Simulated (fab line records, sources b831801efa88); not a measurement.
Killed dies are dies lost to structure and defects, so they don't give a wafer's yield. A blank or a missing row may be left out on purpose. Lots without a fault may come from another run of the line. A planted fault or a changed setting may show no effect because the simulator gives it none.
Problem report in the 8D (eight disciplines) form, filled by code | flow sfq_line | the parts of the form that need people (team, actions taken, sign-off) are left out

1. THE PROBLEM
oes_product_au at SFQ_TRILAYER_M4_BARC_OPEN_METAL_ETCH_123 reads a mean of 0.867 a.u. on 3 wafers of 2 lots; wafers without a fault read 0.685 a.u. with a standard deviation of 0.0042. That is +43 standard deviations from the usual mean.
The step: etches BARC in O2, target depth 125 nm, time 41.7 s.
First seen on wafer L236.4, day 56 11:38, on rie_metal-03. The record holds 41 wafers of 14 lots with a number at this step. Rule for "out", or "out of limits": more than 4 standard deviations from the usual mean. The other wafers with a number count as sound.

2. WHAT IT IS AND WHAT IT IS NOT
question                    | is                           | is not
which readings at this step | oes_product_au, run_length_s | drypump_motor_current_A
which lots                  | L236, L240                   | L222, L223, L225, L226, L228, L229, L230, L231, L232, L234, L238, L244
which wafers of those lots  | L236.4, L236.5, L240.1       | L236.3, L240.2
read on which tools         | rie_metal-03                 | rie_metal-02, rie_metal-04
when                        | from day 56 11:38            | up to then (31 sound wafers); but 7 sound wafers of L238, L240, L244 came after

3. SUSPECTS, AND WHAT RULES EACH OUT
Counting: a tool at a process step up to the reading stays a suspect if it ran every lot that is out. Sound lots after the first of them don't rule it out here, since some wafers of a struck lot are sound.
- rie_metal-03 at SFQ_TRILAYER_M4_BARC_OPEN_METAL_ETCH_123 (etches BARC in O2, target depth 125 nm, time 41.7 s): kept. It ran every lot that is out, first L236 (day 56 11:38); its last sound lot up to then is L234 (day 55 18:50). Its own readings are out on those wafers: oes_product_au, run_length_s.
- Within rie_metal-03 at SFQ_TRILAYER_M4_BARC_OPEN_METAL_ETCH_123: the wafers that are out ran in chamber 1; their sound lot-mates ran in chamber 0.
Left after counting: rie_metal-03 at SFQ_TRILAYER_M4_BARC_OPEN_METAL_ETCH_123.

4. THE CAUSE (what the simulator had put in)
Process parameter drift: rie_metal-03, from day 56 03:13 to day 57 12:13, at SFQ_TRILAYER_M4_BARC_OPEN_METAL_ETCH_123. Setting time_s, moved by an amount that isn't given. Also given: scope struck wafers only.
Counting left only this tool.

5. THE CHAIN OF EFFECTS, in route order
Each row: a reading whose mean over the struck wafers that have a number lies more than 3 standard deviations from the usual. Only readings for which the record gives a usual standard deviation are gone through. hours: the time from each lot's start at the first step in this table that gives one to its start at this step, as a median over the lots. sigmas: the change in usual standard deviations.
hours | step                                     | reading        | usual      | on struck wafers | change | sigmas
0     | SFQ_TRILAYER_M4_BARC_OPEN_METAL_ETCH_123 | oes_product_au | 0.685 a.u. | 0.867            | +0.182 | +43
0     | SFQ_TRILAYER_M4_BARC_OPEN_METAL_ETCH_123 | run_length_s   | 70.0 s     | 58.9             | -11.1  | -36
The process steps in it:
- SFQ_TRILAYER_M4_BARC_OPEN_METAL_ETCH_123: etches BARC in O2, target depth 125 nm, time 41.7 s.
Readings that are blank on the struck wafers while sound wafers have them: rf_fwd_power_W at SFQ_TRILAYER_M4_BARC_OPEN_METAL_ETCH_123.
Later measuring or inspecting steps at which every struck wafer that the step has a row for has a number for every such reading, and none has moved that far: SFQ_I6_BOW_MEAS_941.

6. WHAT WOULD HAVE CAUGHT IT SOONER
In this record the first reading out of limits was taken at day 56 11:38, 8 hours after the fault began at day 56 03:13.
